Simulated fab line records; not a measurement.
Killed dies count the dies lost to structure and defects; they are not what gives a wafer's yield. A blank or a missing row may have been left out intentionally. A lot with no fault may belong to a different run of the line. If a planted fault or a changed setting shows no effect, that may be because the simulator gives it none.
Split-lot trial    flow gf180mcu    23 wafers read from 5 lots, route of 602 steps

== SPLIT DETAILS ==
At GF_LVPWELL_IMPLANT_09, the setting energy_kev was moved away from the recipe's 60 on 11 of the 23 wafers read, by -7.7% to +7.9%. The other wafers ran this setting at the recipe's value.

The split's own step is where the reading is taken.

== THE READING ==
implant.rp_nm (the simulator's own value, which no gauge read), in nm, at GF_LVPWELL_IMPLANT_09. No usual value for it is given in the file. The 12 wafers here that ran the recipe average 191.9 nm, standard deviation 2.6 nm.

wafer   tool, chamber at the split  energy_kev as run  against the recipe  implant.rp_nm, nm  against lot-mates on the recipe
L076.3  implanter-03, 0             60                 recipe              189.5              -
L076.4  implanter-03, 0             60                 recipe              189.5              -
L076.5  implanter-03, 0             60                 recipe              189.5              -
L078.1  implanter-04, 0             58.48              -2.5%               187.3              -4.4
L078.2  implanter-04, 0             58.48              -2.5%               187.3              -4.4
L078.4  implanter-04, 0             60                 recipe              191.7              -
L078.5  implanter-04, 0             60                 recipe              191.7              -
L078.6  implanter-04, 0             60                 recipe              191.7              -
L079.1  implanter-03, 0             55.4               -7.7%               180.8              -13.7
L079.2  implanter-03, 0             55.4               -7.7%               180.8              -13.7
L079.6  implanter-03, 0             55.4               -7.7%               180.8              -13.7
L079.3  implanter-03, 0             60                 recipe              194.5              -
L079.5  implanter-03, 0             60                 recipe              194.5              -
L082.1  implanter-04, 0             64.74              +7.9%               217.9              +21.9
L082.2  implanter-04, 0             64.74              +7.9%               217.9              +21.9
L082.3  implanter-04, 0             64.74              +7.9%               217.9              +21.9
L082.5  implanter-04, 0             60                 recipe              196                -
L082.6  implanter-04, 0             60                 recipe              196                -
L083.1  implanter-03, 0             58.28              -2.9%               184.3              -4.9
L083.4  implanter-03, 0             58.28              -2.9%               184.3              -4.9
L083.5  implanter-03, 0             58.28              -2.9%               184.3              -4.9
L083.2  implanter-03, 0             60                 recipe              189.2              -
L083.3  implanter-03, 0             60                 recipe              189.2              -

FIT RESULTS
A straight line over all 23 wafers: implant.rp_nm changes by +2.46 nm for each +1% of energy_kev; r = +0.94; the points scatter about the line by 3.8 nm.
The same after taking each lot's own level away (the mean of its wafers on the recipe; 23 wafers): +2.28 nm for each +1%; r = +0.99; scatter 1.7 nm.
On that fit, the largest move of energy_kev shifts the reading by 18 nm.
Across the lots, their own levels run from 189.20 to 196.00 nm, a range of 2.6 times the standard deviation given above.
So the lot-to-lot level changes the slope little: the two slopes agree.
Check: with one of the wafers moved furthest among these (+7.9%) left out of the fit, the line predicts +18.6 nm for it against its lot-mates. It came out at +21.9 nm against them.

== THESE WAFERS: OTHER SPLITS ==
These wafers also went through other splits before the reading. Each is held against what the fit with the lots' levels taken away leaves over:
other split on the same wafers  wafers away from the commonest value  r with implant.rp_nm (lot level and that fit taken away)
GF_STI_CVD_03 temp_c            15                                    -0.35
GF_STI_ETCH_14 icp_w            10                                    -0.03
GF_STI_WET_ETCH_28 temp_c       15                                    -0.14

== THE WHOLE CHAIN: every reading that the file lists as answering this split, in the file's order ==
step                   what it does  reading                                                          change (the file's fit)                r (the file's)
GF_LVPWELL_IMPLANT_09                implant.drp_nm (the simulator's own value, which no gauge read)  +0.341 nm for each +1% of the setting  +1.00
GF_LVPWELL_IMPLANT_09                implant.rp_nm (the simulator's own value, which no gauge read)   +2.23 nm for each +1% of the setting   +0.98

== THE FILE'S OWN FIT ==
implant.rp_nm changes by +2.23 nm for each +1% of energy_kev, r = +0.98.
